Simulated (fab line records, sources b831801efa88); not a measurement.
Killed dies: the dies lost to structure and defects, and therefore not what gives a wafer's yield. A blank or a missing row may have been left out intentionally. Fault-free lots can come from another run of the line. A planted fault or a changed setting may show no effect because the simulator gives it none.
A lot that was struck, set against a sound lot | flow gf180mcu | 13 out of 602 route steps
Sound: wafers L686.1, L686.2, L686.6. The struck wafers were L687.2, L687.4, L687.6. Last of all comes the cause.
For every step that has rows: the tool of each side, followed by ch and its chambers, followed by its first start. Under that, the readings that differ: sound wafers | struck wafers | difference of the means | sigmas: that difference in standard deviations of wafers without a fault.
alike: readings whose means differ by less than 2 such deviations, and words and numbers that are the same on both sides. not compared: withheld readings, readings that some wafer has no value for, bounds like >300 that may hide the same value, and numbers for which the record gives no deviation and whose values overlap.
Wherever a step has rows on one side only, a row that says differs or no value, or a row with sigmas, the two part there. When numbers do not overlap yet have no deviation, they are printed without sigmas and do not part them. A reading that every wafer of one side lacks parts them only if that side has two wafers or more.

GF_V5_CD_MEAS_14 targets a cd of 260 nm.
  struck on cd_sem-01, day 31 07:16; sound on cd_sem-01, day 31 00:36
  reading    | sound             | struck            | difference | sigmas
  cd_nm (nm) | 263.5 263.1 263.0 | 259.5 259.0 259.6 | -3.8       | -3
GF_V5_OVL_MEAS_15:
  struck on overlay-02, day 31 07:22; sound on overlay-02, day 31 00:43
  alike: V5_OVL
then, 1 step without rows for these wafers: GF_V5_ETCH_16 (etches BARC in N2/H2).
GF_V5_ETCH_17: etches SiO2 in C4F8/O2/Ar, stops on TiN, target depth 855 nm.
  sound: rie_diel-01 ch 0,1,3; struck: rie_diel-02 ch 1,2
  alike: oes_product_au
GF_V5_STRIP_18: strips in O2/N2.
  sound on plasma_asher-04 ch 0,1, day 31 00:55; struck on plasma_asher-01 ch 1, day 31 07:34
  alike: drypump_motor_current_A, heater_power_w, n2_flow_sccm, oes_product_au
  not compared: rf_hours_counter_h
then, 2 steps without rows for these wafers: GF_V5_STRIP_19 (strips in post etch residue remover, time 1200 s); GF_V5_CLEAN_20 (cleans in DIW).
GF_V5_SPUTTER_21: material Ti, target thk 15 nm, time 80.02 s.
  struck on pvd_sputter-03, day 31 08:09; sound on pvd_sputter-03, day 31 01:27
  alike: substrate_temp_c, throttle_valve_pct
GF_V5_SPUTTER_22: material TiN, target thk 10 nm, time 40 s.
  struck on pvd_sputter-03, day 31 08:13; sound on pvd_sputter-03, day 31 01:31
  alike: throttle_valve_pct
GF_V5_CVD_23: deposits W, target thk 350 nm, time 104.9 s.
  sound on cvd_w-02 ch 0,1, day 31 01:33; struck on cvd_w-01 ch 0,1, day 31 08:15
  alike: heater_power_w
GF_V5_RS_MEAS_24: measurement is done with a four-point probe.
  struck on film_metro-02, day 31 08:23; sound on film_metro-04, day 31 01:40
  alike: V5_W_RS
GF_V5_THK_MEAS_25: measures by xrf.
  struck on film_metro-02, day 31 08:30; sound on film_metro-04, day 31 01:47
  alike: V5_W_THK
GF_V5_CMP_26: polishes, stops on SiO2, t overpolish 15 s, target thk 0 nm.
  sound on cmp-02 ch 0,3, day 31 01:50; struck on cmp-02 ch 0,1, day 31 08:33
  no value came back on the struck wafers for any of 6 readings (edge_zone_pressure_frac, head_pressure_psi (psi) and others); on the sound wafers edge_zone_pressure_frac reads 1.001 1.008 0.997
  reading                          | sound | struck            | difference | sigmas
  model.W_of_V5_CVD_23.thk_nm (nm) | 0 0 0 | 349.8 350.5 354.3 | +351.5     |

== WHERE THEY PART ==
At GF_V5_CD_MEAS_14 first; at GF_V5_CMP_26 last (within this record only).

WHY: the cause the simulator had injected
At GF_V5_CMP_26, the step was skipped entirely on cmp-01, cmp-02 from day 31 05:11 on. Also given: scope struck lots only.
